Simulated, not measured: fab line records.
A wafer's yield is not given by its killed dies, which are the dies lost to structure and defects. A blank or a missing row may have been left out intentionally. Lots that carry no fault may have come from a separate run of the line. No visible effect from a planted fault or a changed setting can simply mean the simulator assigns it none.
fab line records | flow sky130
[record] lots = 5 wafers = 14 last_day = 50
route steps=708 shown VIA2@509 PAD_OPEN@708
lots that met no fault: from a run of the same line without faults
start_h: start of the lot's first displayed wafer, in hours after the record's first day | wait_h: time in hours since the lot's previous step | " as in the row above | L1.1+2: several wafers, shown together as one row | - either no value or no given start | * or withheld: withheld | < > ~ a bound
route shown NAME@n: NAME is a module with steps in the file, n the number in the route of the first one | usual: mean and standard deviation over wafers with no fault | same: alike in all rows | chamber/n: place in a boat | sites: the reading at each site | _std_site: how widely they spread, as a standard deviation | _edge_site: inner sites' mean taken away from outer sites' mean | radius_mm: for every site, how far away it sits from the centre of the wafer | mask NAME#n: copy n | behind: the last tool/chamber to shape the wafer | hold: cause of the lot's hold/its duration in hours/its outcome | device: whichever transistor did not switch (one of n, p or np) | end of line: the same wafers' tests at the end of the route | for a step that has no rows: nothing shown but its recipe | killed: dies that structure and defects cost at the first sort, which is not the same as the wafer's yield | map: a wafer's dies, x killed, . not, _ none there
set.NAME: the setting the step ran with; set.NAME@STEP: the setting that earlier step ran with | model.NAME: the simulator's own value behind a step, which no gauge read
lots at selected steps of the route; one table per step, one row per wafer
services: when a tool's chamber went out of use (start_h, in hours from the record's first day, below 0 if earlier), for how many hours, and the reason
[[steps]]
[step SKY_VIA2_CMP_02]
[recipe] material = SiO2 down_force_psi = 4 platen_rpm = 60 pad_velocity_m_s = 0.94248
[usual] edge_zone_pressure_frac = 1.000/0.005 motor_current_A = 11.8/1.4 slurry_flow_ml_min = 150.0/0.47
// columns lot.wafer tool chamber start_h wait_h edge_zone_pressure_frac motor_current_A slurry_flow_ml_min
L817.3 cmp-02 3 849.62 0.1 0.993 11.2 150.1
L817.2 " 0 " " 1.010 11.0 150.9
L817.5 " 1 " " 1.011 9.5 150.9
L826.4 cmp-01 1 907.18 0.0 0.993 11.4 150.6
L826.1 " 3 " " 0.997 11.2 149.7
L830.2 cmp-02 1 920.19 0.1 1.005 9.2 149.8
L830.4 " 3 " " 1.001 11.5 150.3
L830.6 " 1 " " 1.009 9.6 149.6
L833.3 cmp-02 0 942.27 0.0 0.995 10.3 150.1
L833.4 " 1 " " 1.003 9.4 149.9
L833.1 " 3 " " 1.007 11.4 149.3
L837.1 cmp-02 2 972.48 0.1 0.997 11.4 150.3
L837.4 " 0 " " 1.009 10.7 149.4
L837.2 " 1 " " 1.003 9.0 149.9
[step SKY_VIA2_BOW_MEAS_03]
[recipe] mode = bow
[usual] VIA2_BOW = 86/7.1
// columns lot.wafer tool chamber start_h wait_h VIA2_BOW[um]
L817.2 film_metro-02 - 849.84 0.1 80
L817.3 " - " " 96
L817.5 " - " " 100
L826.1 film_metro-04 - 907.48 0.1 102
L826.4 " - " " 74
L830.2 film_metro-04 - 920.51 0.3 88
L830.4 " - " " 81
L830.6 " - " " 82
L833.1 film_metro-04 - 942.57 0.1 90
L833.3 " - " " 83
L833.4 " - " " 81
L837.1 film_metro-01 - 972.78 0.2 100
L837.2 " - " " 84
L837.4 " - " " 98
[step SKY_VIA2_DEHYDRATE_04]
[recipe] temp_c = 200 time_s = 60
[step SKY_VIA2_HMDS_05]
[recipe] prime_time_s = 60 prime_temp_c = 120
[step SKY_VIA2_COAT_06]
[recipe] resist = BARC temp_c = withheld time_s = withheld spin_rpm = 3000 resist_thk_nm = 60
[step SKY_VIA2_COAT_07]
[recipe] resist = KrF-thick spin_rpm = 3000 resist_thk_nm = 450
[step SKY_VIA2_SOFTBAKE_08]
[recipe] temp_c = 100 time_s = 90 resist = KrF-thick
[step SKY_VIA2_EXPOSE_09]
[recipe] mask_id = VIM2 na = 0.8 source_shape = annular sigma_inner = 0.55 sigma_outer = 0.85 target_cd_nm = 200 dose_mj = 38
[step SKY_VIA2_PEB_10]
[recipe] peb_temp_c = withheld peb_time_s = withheld resist = KrF-thick
[step SKY_VIA2_DEVELOP_11]
[recipe] develop_time_s = 60 resist = KrF-thick dev_temp_c = 21
[step SKY_VIA2_CD_MEAS_12]
[recipe] target_cd_nm = 200
[usual] cd_nm = 200.2/1.5
// columns lot.wafer tool chamber start_h wait_h cd_nm
L817.2 cd_sem-02 - 875.69 - 199.5
L817.3 " - " " 199.8
L817.5 " - " " 198.5
L826.1 cd_sem-01 - 930.57 - 200.3
L826.4 " - " " 200.1
L830.2 cd_sem-02 - 943.79 - 201.3
L830.4 " - " " 201.0
L830.6 " - " " 202.5
L833.1 cd_sem-02 - 965.77 - 199.6
L833.3 " - " " 200.5
L833.4 " - " " 200.4
L837.1 cd_sem-02 - 997.07 - 199.9
L837.2 " - " " 199.9
L837.4 " - " " 200.5
[step SKY_VIA2_OVL_MEAS_13]
[usual] VIA2_OVL = -1/5.7
// columns lot.wafer tool chamber start_h wait_h VIA2_OVL[nm]
L817.2 overlay-01 - 875.79 0.1 1
L817.3 " - " " -4
L817.5 " - " " -3
L826.1 overlay-02 - 930.69 0.1 -6
L826.4 " - " " -12
L830.2 overlay-02 - 943.90 0.1 -7
L830.4 " - " " -7
L830.6 " - " " -9
L833.1 overlay-02 - 965.89 0.1 3
L833.3 " - " " 4
L833.4 " - " " -4
L837.1 overlay-01 - 997.19 0.1 2
L837.2 " - " " -6
L837.4 " - " " -1
[step SKY_VIA2_ETCH_14]
[recipe] chemistry = N2/H2 target = BARC ion_energy_ev = 200 source_w = 500 bias_w = 100 pressure_mtorr = 30 n2_flow_sccm = 100 h2_flow_sccm = 200 stop_on = SiO2 time_s = 45.9 target_depth_a = 600
[usual] drypump_motor_current_A = 5.6/0.41 oes_product_au = 0.855/0.0049 throttle_valve_pct = 13.224/0.0092
// columns lot.wafer tool chamber start_h wait_h drypump_motor_current_A oes_product_au rf_hours_counter_h throttle_valve_pct model.KrF-thick_of_VIA2_COAT_07.thk_nm
L817.2 rie_diel-02 1 875.82 0.0 5.3 0.858 7 13.212 393.3
L817.3 " 3 " " 5.2 0.857 1 13.227 394
L817.5 " 1 " " 5.2 0.844 - 13.228 394
L826.1 rie_diel-02 3 930.72 0.0 5.1 0.848 2 13.216 395.3
L826.4 " 1 " " 5.3 0.855 9 13.217 395.8
L830.2 rie_diel-03 0 943.93 0.0 5.7 0.857 12 13.212 396.3
L830.4 " 2 " " 6.0 0.851 23 13.217 398.3
L830.6 " 1 " " 6.3 0.856 - 13.227 395.4
L833.1 rie_diel-03 0 965.92 0.0 5.7 0.860 13 13.214 392.8
L833.3 " 1 " " 6.3 0.860 13 13.245 392.6
L833.4 " 2 " " 6.0 0.857 23 13.229 392.3
L837.1 rie_diel-03 3 997.22 0.0 5.9 0.843 25 13.222 392.5
L837.2 " 0 " " 5.7 0.855 15 13.218 393.3
L837.4 " 0 " " 5.7 0.858 - 13.209 392.9
[step SKY_VIA2_ETCH_15]
[recipe] target = SiO2 chemistry = C4F8/O2/Ar target_depth_nm = 546 stop_on = TiN mask_material = KrF-thick source_w = 1500 bias_w = 1200 pressure_mtorr = 40 c4f8_flow_sccm = withheld O2_flow_sccm = 6 Ar_flow_sccm = 300 time_s = 84
[usual] oes_product_au = 0.940/0.0051
// columns lot.wafer tool chamber start_h wait_h oes_product_au rf_hours_counter_h
L817.2 rie_diel-02 1 875.86 0.0 0.937 7
L817.3 " 3 " " 0.935 1
L817.5 " 1 " " 0.937 -
L826.1 rie_diel-02 3 930.76 0.0 0.943 2
L826.4 " 1 " " 0.935 9
L830.2 rie_diel-03 0 943.97 0.0 0.940 12
L830.4 " 2 " " 0.934 23
L830.6 " 1 " " 0.945 -
L833.1 rie_diel-03 0 965.96 0.0 0.936 13
L833.3 " 1 " " 0.934 13
L833.4 " 2 " " 0.942 23
L837.1 rie_diel-03 3 997.29 0.0 0.948 25
L837.2 " 0 " " 0.938 15
L837.4 " 0 " " 0.940 -
[step SKY_PAD_OPEN_PROBE_99]
[usual] defect_limited_yield = 82.2/1.8 killed_at_M0_to_M3 = 42/6.1 killed_at_M4_up = 3.3/1.7 killed_at_contacts = 25/5.4 killed_at_front_end = 16/4.6 killed_at_other = 0.4/0.55 killed_dies = 87/8.8 killed_open = 47/7.1 killed_short = 40/5.8 sort_bin_3_pad_short = 0.9/0.45 sort_bin_5_function = 10.7/1.4 sort_bin_6_memory = 6.2/1.2 sort_n_pass = 405/8.8 sort_yield_pct = 82.2/1.8
[same] gross_dies = 492 killed_at_back_side = 0 sort_bin_4_leakage[%] = 0 sort_bin_8_speed[%] = 0
// columns lot.wafer tool chamber start_h wait_h defect_limited_yield[%] killed_at_M0_to_M3 killed_at_M4_up killed_at_contacts killed_at_front_end killed_at_other killed_dies killed_open killed_short sort_bin_3_pad_short[%] sort_bin_5_function[%] sort_bin_6_memory[%] sort_n_pass sort_yield_pct[%]
L817.2 prober-01 - 1091.63 0.1 81.1 50 2 17 22 2 93 51 41 1.2 11.0 6.7 399 81.1
L817.3 prober-01 - 1091.68 0.2 81.7 50 3 18 18 1 90 50 39 0.8 10.8 6.7 402 81.7
L817.5 prober-01 - 1091.78 0.2 80.9 51 1 23 18 1 94 50 44 1.2 12.0 5.9 398 80.9
L826.1 prober-02 - 1138.55 0.1 78.5 47 4 35 19 1 106 60 45 0.6 13.0 7.9 386 78.5
L826.4 prober-02 - 1138.70 0.2 80.7 52 0 34 9 0 95 55 40 0.8 11.6 6.9 397 80.7
// killed by level:class
L817.2 VIA1:geometric_particle:open=10 FIELD_ISO:geometric_particle:open=8 VIA3:geometric_particle:open=8 VIA2:geometric_particle:open=8 FIELD_ISO:geometric_particle:short=6 LI_CONTACT:geometric_particle:open=6 METAL2:geometric_particle:short=6 METAL1:geometric_particle:short=5
L817.3 VIA1:geometric_particle:open=13 VIA1:geometric_particle:short=8 VIA2:geometric_particle:open=8 VIA3:geometric_particle:open=6 FIELD_ISO:geometric_particle:short=5 LI_CONTACT:geometric_particle:open=5 CONTACT:geometric_particle:short=5 FIELD_ISO:geometric_particle:open=4
L817.5 VIA1:geometric_particle:open=14 CONTACT:geometric_particle:open=8 VIA1:geometric_particle:short=8 LI_CONTACT:geometric_particle:open=7 VIA3:geometric_particle:open=7 METAL1:geometric_particle:short=7 METAL2:geometric_particle:short=6 FIELD_ISO:geometric_particle:short=4
L826.1 VIA1:geometric_particle:open=13 CONTACT:geometric_particle:short=10 LI_CONTACT:geometric_particle:open=10 CONTACT:geometric_particle:open=9 VIA2:geometric_particle:open=7 VIA3:geometric_particle:open=6 FIELD_ISO:geometric_particle:open=5 POLY_GATE:geometric_particle:open=5
L826.4 CONTACT:geometric_particle:open=15 VIA1:geometric_particle:short=9 VIA2:geometric_particle:open=8 LI_CONTACT:geometric_particle:open=7 VIA1:geometric_particle:open=7 METAL1:geometric_particle:short=6 VIA3:geometric_particle:open=6 LOCAL_INTERCONNECT:geometric_particle:short=5
[[services]]
// columns tool chamber start_h hours kind
rie_diel-02 3 830.95 - clean
rie_diel-02 3 830.95 13.7 scheduled_down
rie_diel-02 3 830.95 13.7 vent_cycle
cmp-01 - 844.00 0.2 repair
cmp-02 - 849.99 1.4 repair
cmp-02 - 855.26 1.8 repair
cmp-02 - 877.77 1.3 repair
rie_diel-03 - 883.92 0.4 repair
rie_diel-02 1 906.71 4.5 repair
cmp-02 - 912.00 4.0 pm
cmp-02 - 916.00 - consumable_replace:conditioner
cmp-02 - 916.00 - consumable_replace:pad
rie_diel-03 2 938.44 2.9 repair
cmp-02 - 956.47 1.6 repair
rie_diel-03 0 974.98 3.8 repair
rie_diel-03 1 980.61 33.0 repair
rie_diel-03 2 989.35 9.6 repair
cmp-02 - 992.42 0.3 repair
[[key]]
first_sign none at tools or gauges
[model_effect] step = SKY_VIA2_ETCH_14 value = KrF-thick_of_VIA2_COAT_07.thk_nm without = 393 struck = 395.3
met_at SKY_VIA2_ETCH_14
struck_wafers L826.1
onset_between 875.82 930.72
[fault] kind = process_parameter_drift tool = rie_diel-02 chamber = - onset_h = 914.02 steps = SKY_VIA2_ETCH_14 channel = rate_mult offset = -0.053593 shape = step end_h = 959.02 scope = struck_wafers_only
